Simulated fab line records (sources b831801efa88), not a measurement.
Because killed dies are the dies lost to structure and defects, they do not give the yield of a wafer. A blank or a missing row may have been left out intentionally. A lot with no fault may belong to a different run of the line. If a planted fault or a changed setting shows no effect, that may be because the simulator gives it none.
A single fault, viewed from 2 desks    flow sky130    what lay behind the numbers comes last; until then each desk has only its own

## FOR THE TOOL OWNER'S DESK: wet-bench-03
The tool's own readings at SKY_FIELD_ISO_WET_ETCH_28 (etches SiO2 in dHF, target depth 23.7 nm, time 47 s): means of the sampled wafers that have a number, for each lot that ran on this tool. A lot is out of limits, marked OUT, if its mean lies more than 4 standard deviations from the usual mean; the brackets give that distance.
Columns: A = run-length-s at SKY_FIELD_ISO_WET_ETCH_28, usual 77 s
lot   first seen here  A
L718  day 2 10:31      81
L728  day 4 14:59      104 (+7.9) OUT
L729  day 4 20:52      105 (+8.2) OUT
This desk's verdict: out of limits on L728, L729, starting with L728 at day 4 14:59 (run-length-s at SKY_FIELD_ISO_WET_ETCH_28). Within limits: L718.

## METROLOGY DESK
What the gauges read, lot by lot, whatever tool the lot ran on: means of the sampled wafers that have a number. A lot is out of limits, marked OUT, if its mean lies more than 4 standard deviations from the usual mean; the brackets give that distance.
Columns: A = LDD_P_OVL at SKY_LDD_P_OVL_MEAS_08, usual 0.3 nm; B = SPACER_CVD_00_THK at SKY_SPACER_THK_MEAS_01, usual 43.1 nm
lot   first seen here  A     B
L718  day 19 08:07     2.0   43.4
L719  day 19 20:42     0.2   43.7
L721  day 20 20:11     1.2   42.9
L720  day 20 21:40     1.2   43.6
L728  day 23 13:04     0.6   42.8
L729  day 24 06:28     -0.1  42.2
L733  day 25 07:49     -1.8  42.5
L735  day 26 00:46     -1.2  43.2
L736  day 26 11:09     -0.2  42.5
L740  day 27 11:42     0.4   42.7
L741  day 28 04:58     -1.7  43.1
This desk found nothing out of limits on any of the 11 lots.

## ALL TOGETHER
An alarm could have come from the tool owner's desk at day 4 14:59, on L728, L729.
At the metrology desk, nothing out of limits was observed.
The metrology desk has L728, L729 on record, within its limits.
On wet-bench-03, each named lot ran SKY_FIELD_ISO_WET_ETCH_28.

## WHAT HAD BEEN PUT IN BY THE SIMULATOR
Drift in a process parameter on wet-bench-03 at SKY_FIELD_ISO_WET_ETCH_28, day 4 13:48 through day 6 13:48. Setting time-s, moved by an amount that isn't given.
Lots struck among those shown: L728, L729.
Hours from the fault's start to each desk's first reading out of limits: the tool owner's desk, 1.
